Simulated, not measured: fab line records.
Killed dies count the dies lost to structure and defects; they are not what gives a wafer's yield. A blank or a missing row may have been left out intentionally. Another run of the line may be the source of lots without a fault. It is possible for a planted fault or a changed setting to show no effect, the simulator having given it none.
A struck lot beside a sound one | flow sky130 | 26 steps out of a route of 708
Sound: wafers L546.1, L546.5, L546.6. Struck: wafer L539.2. (L539.6 of the same lot was not struck and is left out.) The cause comes at the end.
For every step that has rows: the tool of each side, followed by ch and its chambers, followed by its first start. Under that, the readings that differ: sound wafers | struck wafers | difference of the means | sigmas: that difference in standard deviations of wafers without a fault.
alike: words and numbers the same on both sides, and readings whose means are apart by under 2 such deviations; not compared: readings that were withheld, readings missing a value for some wafer, numbers with overlapping values and no deviation given by the record, and bounds like >300 which may hide the same value.
A row with sigmas, a row that says differs or no value, or rows on one side alone: a step with any of these is where the two part. When numbers do not overlap yet have no deviation, they are printed without sigmas and do not part them. Lack of a reading on every wafer of one side parts them only where that side has two or more wafers.

first, 9 steps without rows for these wafers: SKY_LI_CONTACT_ETCH_14 (etches BARC in N2/H2, stops on SiO2, time 45.9 s, target depth 60 nm); SKY_LI_CONTACT_ETCH_15 (etches PSG in C4F8/O2/Ar, stops on Si, target depth 600 nm); SKY_LI_CONTACT_STRIP_16 (strips in O2/N2); SKY_LI_CONTACT_CLEAN_17 (cleans in NMP, time 600 s); SKY_LI_CONTACT_PRE_CLEAN_18 (time 5.6 s); SKY_LI_CONTACT_SPUTTER_19 (material Ti, target thk 20 nm, time 106.37 s); SKY_LI_CONTACT_SPUTTER_20 (material TiN, target thk 20 nm, time 80 s); SKY_LI_CONTACT_CVD_21 (deposits W, target thk 400 nm, time 120.56 s); SKY_LI_CONTACT_CMP_24 (polishes, stops on PSG, t overpolish 20 s, target thk 0 nm).
SKY_LOCAL_INTERCONNECT_SPUTTER_00: material TiN, target thk 100 nm, time 83.3 s.
  struck on pvd-sputter-01, day 33 07:18; sound on pvd-sputter-04, day 35 11:40
  reading                                                | sound             | struck | difference | sigmas
  model.TiN_of_LOCAL_INTERCONNECT_SPUTTER_00.thk-nm (nm) | 99.84 99.05 97.98 | 133.6  | +34.6      |
  alike: throttle-valve-pct
SKY_LOCAL_INTERCONNECT_RS_MEAS_01: uses a four-point probe to measure.
  struck on film-metro-02, day 33 07:23; sound on film-metro-01, day 35 11:44
  reading                            | sound             | struck | difference | sigmas
  LOCAL_INTERCONNECT_TIN_RS (ohm/sq) | 14.17 14.32 14.44 | 10.48  | -3.83      | -29
SKY_LOCAL_INTERCONNECT_THK_MEAS_02: measures by xrf.
  struck on film-metro-02, day 33 07:30; sound on film-metro-01, day 35 11:51
  reading                         | sound          | struck | difference | sigmas
  LOCAL_INTERCONNECT_TIN_THK (nm) | 99.5 98.7 97.7 | 133.1  | +34.5      | +38
then, 9 steps without rows for these wafers: SKY_LOCAL_INTERCONNECT_DEHYDRATE_03 (time 60 s); SKY_LOCAL_INTERCONNECT_HMDS_04 (prime time 60 s); SKY_LOCAL_INTERCONNECT_COAT_05 (resist thk 60 nm); SKY_LOCAL_INTERCONNECT_COAT_06 (resist thk 450 nm); SKY_LOCAL_INTERCONNECT_SOFTBAKE_07 (time 90 s); SKY_LOCAL_INTERCONNECT_EXPOSE_08 (exposes mask LI1M, target cd 170 nm); SKY_LOCAL_INTERCONNECT_PEB_09; SKY_LOCAL_INTERCONNECT_DEVELOP_10 (develop time 60 s); SKY_LOCAL_INTERCONNECT_ETCH_13 (etches BARC in N2/H2, stops on SiO2, time 45.9 s, target depth 60 nm).
SKY_LOCAL_INTERCONNECT_METAL_ETCH_14: etches TiN in Cl2/BCl3, stops on PSG, target depth 110 nm, time 31.4 s.
  sound on rie-metal-01 ch 0,1, day 36 14:44; struck on rie-metal-03 ch 0, day 34 07:38
  reading                | sound                | struck | difference | sigmas
  oes-product-au (a.u.)  | 0.934 0.942 0.924    | 0.999  | +0.066     | +10
  throttle-valve-pct (%) | 21.911 21.918 21.902 | 21.866 | -0.044     | -5
  alike: drypump-motor-current-A, mfc-cl2-sccm
  not compared: rf-hours-counter-h
then, 1 step without rows for these wafers: SKY_LOCAL_INTERCONNECT_STRIP_15 (strips in O2/N2).
SKY_LOCAL_INTERCONNECT_STRIP_16: strips in post etch residue remover, time 1200 s.
  sound on wet-bench-02 ch 2, day 36 14:53; struck on wet-bench-03 ch 3, day 34 07:47
  reading                                                | sound             | struck | difference | sigmas
  model.TiN_of_LOCAL_INTERCONNECT_SPUTTER_00.thk-nm (nm) | 99.41 98.63 97.56 | 133.2  | +34.7      |
then, 1 step without rows for these wafers: SKY_LOCAL_INTERCONNECT_CLEAN_17 (cleans in IPA, time 180 s).
-- the record jumps here: 14 days lie between the struck wafers' starts before and after (it left off in module LOCAL_INTERCONNECT and takes up again in module PAD_OPEN, whose first step shown is number 708 of the route) --
SKY_PAD_OPEN_PROBE_99:
  struck on prober-01, day 48 18:26; sound on prober-02, day 50 08:49
  reading            | sound    | struck | difference | sigmas
  killed-at-contacts | 36 24 25 | 436    | +408       | +82
  killed-dies        | 91 72 86 | 492    | +409       | +46
  killed-on-rim      | 16 9 18  | 96     | +82        | +24
  alike: killed_at_M0_to_M3, killed_at_M4_up, killed-at-front-end, killed-at-other, killed-open, killed-short

## WHERE THEY PART
Last at SKY_PAD_OPEN_PROBE_99 as far as this record goes, first at SKY_LOCAL_INTERCONNECT_RS_MEAS_01.

WHY: what had been put in by the simulator
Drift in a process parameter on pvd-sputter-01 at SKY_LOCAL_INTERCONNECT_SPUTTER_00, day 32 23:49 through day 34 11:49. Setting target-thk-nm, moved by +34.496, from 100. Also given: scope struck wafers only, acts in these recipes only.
